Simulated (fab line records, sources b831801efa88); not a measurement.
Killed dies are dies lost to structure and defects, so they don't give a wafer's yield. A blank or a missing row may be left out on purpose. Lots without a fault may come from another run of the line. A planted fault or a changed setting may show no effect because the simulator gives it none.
Which tool did it? | flow gf180mcu | 24 lots, 72 wafers sampled, at 6 steps of a route of 602

WHAT THE GAUGES READ, wafer by wafer
GF_M2_RS_MEAS_05: measures by four-point-probe. Usual: M2_ALCU_RS 0.0695 ohm/sq, standard deviation 0.001.
lot  | measured     | on            | M2_ALCU_RS (ohm/sq)  | flag
L074 | day 18 03:10 | film_metro-04 | 0.0686 0.0681 0.0685 |
L075 | day 18 13:44 | film_metro-02 | 0.0701 0.0694 0.0698 |
L076 | day 19 04:28 | film_metro-02 | 0.0685 0.0697 0.0713 |
L077 | day 19 07:27 | film_metro-01 | 0.0705 0.0688 0.0713 |
L078 | day 19 23:26 | film_metro-01 | 0.0683 0.0701 0.0680 |
L079 | day 20 11:04 | film_metro-02 | 0.0692 0.0691 0.0685 |
L080 | day 20 21:26 | film_metro-01 | 0.0697 0.0687 0.0692 |
L081 | day 21 02:50 | film_metro-01 | 0.0687 0.0681 0.0689 |
L082 | day 21 08:03 | film_metro-01 | 0.0700 0.0696 0.0707 |
L083 | day 21 19:44 | film_metro-02 | 0.0696 0.0684 0.0684 |
L084 | day 22 01:58 | film_metro-02 | 0.0717 0.0705 0.0719 |
L085 | day 22 07:03 | film_metro-02 | 0.0689 0.0696 0.0683 |
L086 | day 22 23:47 | film_metro-04 | 0.0692 0.0699 0.0705 |
L087 | day 23 04:33 | film_metro-02 | 0.0696 0.0691 0.0689 |
L088 | day 23 11:22 | film_metro-01 | 0.0696 0.0673 0.0697 |
L089 | day 23 18:12 | film_metro-04 | 0.0699 0.0699 0.0700 |
L090 | day 24 02:47 | film_metro-02 | 0.0699 0.0697 0.0691 |
L091 | day 24 08:37 | film_metro-04 | 0.0687 0.0708 0.0714 |
L092 | day 24 17:15 | film_metro-02 | 0.0698 0.0682 0.0711 |
L093 | day 25 00:47 | film_metro-01 | 0.0703 0.0697 0.0711 |
L094 | day 25 11:23 | film_metro-04 | 0.0694 0.0718 0.0694 |
L095 | day 25 14:46 | film_metro-04 | 0.0680 0.0686 0.0689 |
L096 | day 25 18:26 | film_metro-04 | 0.0712 0.0690 0.0712 |
L097 | day 26 06:15 | film_metro-04 | 0.0681 0.0677 0.0680 |

GF_V3_OVL_MEAS_15. Usual: V3_OVL 4 nm, standard deviation 5.1.
lot  | measured     | on         | V3_OVL (nm) | flag
L074 | day 22 07:49 | overlay-01 | 2 5 7       |
L075 | day 22 18:14 | overlay-02 | 4 3 0       |
L076 | day 23 08:51 | overlay-02 | 0 3 2       |
L077 | day 23 12:12 | overlay-02 | 9 5 0       |
L078 | day 24 03:11 | overlay-01 | 1 1 0       |
L079 | day 24 13:07 | overlay-01 | 1 -3 -1     |
L080 | day 24 21:37 | overlay-01 | -1 1 3      |
L081 | day 25 02:50 | overlay-01 | -5 -5 2     |
L082 | day 25 06:13 | overlay-02 | -3 -2 4     |
L083 | day 25 19:26 | overlay-01 | 2 7 6       |
L084 | day 26 00:41 | overlay-02 | 0 2 -1      |
L085 | day 26 04:16 | overlay-02 | 5 1 9       |
L086 | day 26 20:46 | overlay-01 | 10 11 10    |
L087 | day 27 00:52 | overlay-02 | 7 7 -1      |
L088 | day 27 05:07 | overlay-01 | 0 5 9       |
L089 | day 27 12:14 | overlay-01 | 2 1 2       |
L090 | day 27 21:24 | overlay-02 | 6 5 7       |
L091 | day 28 01:43 | overlay-01 | 7 11 7      |
L092 | day 28 08:52 | overlay-02 | 1 0 3       |
L093 | day 28 15:55 | overlay-02 | -1 0 -2     |
L094 | day 29 01:26 | overlay-01 | 2 -1 -2     |
L095 | day 29 04:25 | overlay-02 | -1 9 8      |
L096 | day 29 07:30 | overlay-01 | 2 -3 -1     |
L097 | day 29 17:38 | overlay-02 | 16 18 19    |

GF_V4_BOW_MEAS_05. Usual: V4_BOW 133 um, standard deviation 8.8.
lot  | measured     | on            | V4_BOW (um) | flag
L074 | day 23 10:28 | film_metro-04 | 135 129 131 |
L075 | day 23 19:59 | film_metro-04 | 130 129 138 |
L076 | day 24 09:55 | film_metro-04 | 125 143 130 |
L077 | day 24 13:36 | film_metro-04 | 121 123 142 |
L078 | day 25 04:21 | film_metro-04 | 118 128 139 |
L079 | day 25 13:19 | film_metro-01 | 126 140 148 |
L080 | day 25 22:25 | film_metro-03 | 119 124 122 |
L081 | day 26 03:26 | film_metro-01 | 125 122 130 |
L082 | day 26 06:06 | film_metro-01 | 140 148 133 |
L083 | day 26 19:20 | film_metro-01 | 151 152 153 |
L084 | day 27 00:06 | film_metro-03 | 147 136 134 |
L085 | day 27 03:44 | film_metro-01 | 140 145 137 |
L086 | day 27 20:21 | film_metro-03 | 137 139 138 |
L087 | day 27 23:10 | film_metro-01 | 128 122 136 |
L088 | day 28 04:10 | film_metro-03 | 133 143 131 |
L089 | day 28 10:53 | film_metro-04 | 139 145 144 |
L090 | day 28 19:49 | film_metro-01 | 124 119 126 |
L091 | day 28 23:12 | film_metro-03 | 136 130 134 |
L092 | day 29 19:52 | film_metro-04 | 129 130 131 |
L093 | day 29 13:03 | film_metro-04 | 128 129 124 |
L094 | day 29 23:10 | film_metro-01 | 124 146 132 |
L095 | day 30 02:13 | film_metro-01 | 132 133 132 |
L096 | day 30 05:12 | film_metro-04 | 130 138 137 |
L097 | day 30 15:21 | film_metro-04 | 134 146 132 |

WHICH TOOL RAN EACH LOT (tool, then ch and the chambers of the sampled wafers, then the start)
lot  | GF_V1_ETCH_17                                 | GF_M2_SPUTTER_03             | GF_M2_SPUTTER_04
L074 | rie_diel-01 ch 0,2,3, day 18 03:05 or earlier | pvd_sputter-03, day 18 03:05 | pvd_sputter-03, day 18 03:07
L075 | rie_diel-02 ch 0,1, day 18 13:39 or earlier   | pvd_sputter-03, day 18 13:39 | pvd_sputter-03, day 18 13:40
L076 | rie_diel-01 ch 1,2, day 19 04:23 or earlier   | pvd_sputter-04, day 19 04:23 | pvd_sputter-04, day 19 04:24
L077 | rie_diel-01 ch 0,1,2, day 19 07:23 or earlier | pvd_sputter-04, day 19 07:23 | pvd_sputter-04, day 19 07:25
L078 | rie_diel-03 ch 0,1,3, day 19 23:19 or earlier | pvd_sputter-04, day 19 23:19 | pvd_sputter-04, day 19 23:20
L079 | rie_diel-03 ch 2,3, day 20 10:59 or earlier   | pvd_sputter-03, day 20 10:59 | pvd_sputter-03, day 20 11:00
L080 | rie_diel-03 ch 1,2, day 20 21:20 or earlier   | pvd_sputter-03, day 20 21:20 | pvd_sputter-03, day 20 21:22
L081 | rie_diel-02 ch 2,3, day 21 02:44 or earlier   | pvd_sputter-03, day 21 02:44 | pvd_sputter-03, day 21 02:45
L082 | rie_diel-01 ch 0,2, day 21 07:59 or earlier   | pvd_sputter-03, day 21 07:59 | pvd_sputter-03, day 21 08:01
L083 | rie_diel-02 ch 1,2, day 21 19:38 or earlier   | pvd_sputter-03, day 21 19:38 | pvd_sputter-03, day 21 19:40
L084 | rie_diel-03 ch 0,2, day 22 01:52 or earlier   | pvd_sputter-01, day 22 01:52 | pvd_sputter-01, day 22 01:53
L085 | rie_diel-02 ch 0,1, day 22 06:59 or earlier   | pvd_sputter-03, day 22 06:59 | pvd_sputter-03, day 22 07:01
L086 | rie_diel-03 ch 1,2,3, day 22 23:44 or earlier | pvd_sputter-01, day 22 23:44 | pvd_sputter-01, day 22 23:45
L087 | rie_diel-03 ch 1,2, day 23 04:29 or earlier   | pvd_sputter-03, day 23 04:29 | pvd_sputter-03, day 23 04:31
L088 | rie_diel-02 ch 0,1, day 23 11:17 or earlier   | pvd_sputter-04, day 23 11:17 | pvd_sputter-04, day 23 11:18
L089 | rie_diel-01 ch 1,2,3, day 23 18:06 or earlier | pvd_sputter-01, day 23 18:06 | pvd_sputter-01, day 23 18:07
L090 | rie_diel-02 ch 0,2,3, day 24 02:43 or earlier | pvd_sputter-01, day 24 02:43 | pvd_sputter-01, day 24 02:44
L091 | rie_diel-03 ch 0,1, day 24 08:32 or earlier   | pvd_sputter-04, day 24 08:32 | pvd_sputter-04, day 24 08:33
L092 | rie_diel-02 ch 0,3, day 24 17:10 or earlier   | pvd_sputter-04, day 24 17:10 | pvd_sputter-04, day 24 17:11
L093 | rie_diel-01 ch 0,2,3, day 25 00:42 or earlier | pvd_sputter-01, day 25 00:42 | pvd_sputter-01, day 25 00:43
L094 | rie_diel-02 ch 2,3, day 25 11:16 or earlier   | pvd_sputter-04, day 25 11:16 | pvd_sputter-04, day 25 11:17
L095 | rie_diel-02 ch 1,2,3, day 25 14:42 or earlier | pvd_sputter-01, day 25 14:42 | pvd_sputter-01, day 25 14:43
L096 | rie_diel-01 ch 0,2,3, day 25 18:22 or earlier | pvd_sputter-04, day 25 18:22 | pvd_sputter-04, day 25 18:23
L097 | rie_diel-02 ch 0,2, day 26 06:09 or earlier   | pvd_sputter-03, day 26 06:09 | pvd_sputter-03, day 26 06:10
- GF_V1_ETCH_17: etches SiO2 in C4F8/O2/Ar, stops on TiN, target depth 630 nm.
- GF_M2_SPUTTER_03: material Ti, target thk 10 nm, time 6.7 s.
- GF_M2_SPUTTER_04: material TiN, target thk 50 nm, time 41.7 s.

WHAT THE TOOLS THEMSELVES READ (means of the sampled wafers that have a number; where no wafer has one, the mark that the record gives instead)
GF_V1_ETCH_17. Usual: chamber_pressure_mTorr 40.00 mTorr, standard deviation 0.033; oes_product_au 0.856 a.u., standard deviation 0.0048.
lot  | tool        | chamber_pressure_mTorr (mTorr) | oes_product_au (a.u.) | flag
L074 | rie_diel-01 | 40.00                          | 0.856                 |
L075 | rie_diel-02 | 39.97                          | 0.849                 |
L076 | rie_diel-01 | 40.00                          | 0.854                 |
L077 | rie_diel-01 | 39.97                          | 0.854                 |
L078 | rie_diel-03 | 40.02                          | 0.849                 |
L079 | rie_diel-03 | 39.99                          | 0.855                 |
L080 | rie_diel-03 | 40.02                          | 0.858                 |
L081 | rie_diel-02 | 40.03                          | 0.858                 |
L082 | rie_diel-01 | 40.02                          | 0.858                 |
L083 | rie_diel-02 | 40.02                          | 0.860                 |
L084 | rie_diel-03 | 40.00                          | 0.862                 |
L085 | rie_diel-02 | 40.01                          | 0.855                 |
L086 | rie_diel-03 | 40.02                          | 0.855                 |
L087 | rie_diel-03 | 40.00                          | 0.852                 |
L088 | rie_diel-02 | 40.00                          | 0.859                 |
L089 | rie_diel-01 | 39.97                          | 0.855                 |
L090 | rie_diel-02 | 39.99                          | 0.857                 |
L091 | rie_diel-03 | 40.02                          | 0.855                 |
L092 | rie_diel-02 | 39.98                          | 0.857                 |
L093 | rie_diel-01 | 40.04                          | 0.856                 |
L094 | rie_diel-02 | 40.04                          | 0.857                 |
L095 | rie_diel-02 | 40.00                          | 0.859                 |
L096 | rie_diel-01 | 39.99                          | 0.855                 |
L097 | rie_diel-02 | 40.02                          | 0.858                 |

GF_M2_SPUTTER_03. Usual: throttle_valve_pct 29.8 %, standard deviation 0.89.
lot  | tool           | throttle_valve_pct (%) | flag
L074 | pvd_sputter-03 | 29.2                   |
L075 | pvd_sputter-03 | 29.8                   |
L076 | pvd_sputter-04 | 29.4                   |
L077 | pvd_sputter-04 | 29.8                   |
L078 | pvd_sputter-04 | 29.9                   |
L079 | pvd_sputter-03 | 29.0                   |
L080 | pvd_sputter-03 | 28.8                   |
L081 | pvd_sputter-03 | 29.4                   |
L082 | pvd_sputter-03 | 29.3                   |
L083 | pvd_sputter-03 | 29.5                   |
L084 | pvd_sputter-01 | 30.4                   |
L085 | pvd_sputter-03 | 29.8                   |
L086 | pvd_sputter-01 | 30.2                   |
L087 | pvd_sputter-03 | 29.5                   |
L088 | pvd_sputter-04 | 30.3                   |
L089 | pvd_sputter-01 | 29.9                   |
L090 | pvd_sputter-01 | 30.8                   |
L091 | pvd_sputter-04 | 30.2                   |
L092 | pvd_sputter-04 | 30.1                   |
L093 | pvd_sputter-01 | 30.8                   |
L094 | pvd_sputter-04 | 29.3                   |
L095 | pvd_sputter-01 | 31.0                   |
L096 | pvd_sputter-04 | 29.5                   |
L097 | pvd_sputter-03 | 29.9                   |

GF_M2_SPUTTER_04. Usual: throttle_valve_pct 29.8 %, standard deviation 0.9.
lot  | tool           | throttle_valve_pct (%) | flag
L074 | pvd_sputter-03 | 29.3                   |
L075 | pvd_sputter-03 | 29.8                   |
L076 | pvd_sputter-04 | 29.4                   |
L077 | pvd_sputter-04 | 29.7                   |
L078 | pvd_sputter-04 | 30.0                   |
L079 | pvd_sputter-03 | 29.0                   |
L080 | pvd_sputter-03 | 28.8                   |
L081 | pvd_sputter-03 | 29.6                   |
L082 | pvd_sputter-03 | 29.4                   |
L083 | pvd_sputter-03 | 29.5                   |
L084 | pvd_sputter-01 | 30.0                   |
L085 | pvd_sputter-03 | 29.8                   |
L086 | pvd_sputter-01 | 30.3                   |
L087 | pvd_sputter-03 | 29.7                   |
L088 | pvd_sputter-04 | 30.2                   |
L089 | pvd_sputter-01 | 30.0                   |
L090 | pvd_sputter-01 | 30.8                   |
L091 | pvd_sputter-04 | 30.2                   |
L092 | pvd_sputter-04 | 30.3                   |
L093 | pvd_sputter-01 | 31.0                   |
L094 | pvd_sputter-04 | 29.0                   |
L095 | pvd_sputter-01 | 30.9                   |
L096 | pvd_sputter-04 | 29.6                   |
L097 | pvd_sputter-03 | 29.9                   |

THE ANSWER, worked out from the rows above alone
Rule: a lot is off if the mean of its wafers that have a number lies more than 3 standard deviations from the usual mean. A lot without any number at a reading at which 4 lots or more have one is off too. The other lots that the step has rows for count as sound. The gauges are gone through in route order, then the tools' own readings, and for those a lot's mean is taken as printed above. The first step at which some lot is off is used, and at that step the reading that is off furthest; a lot without a number counts as furthest.
No lot is off at any reading shown: from this, nothing can be told.

WHAT THE SIMULATOR HAD PUT IN
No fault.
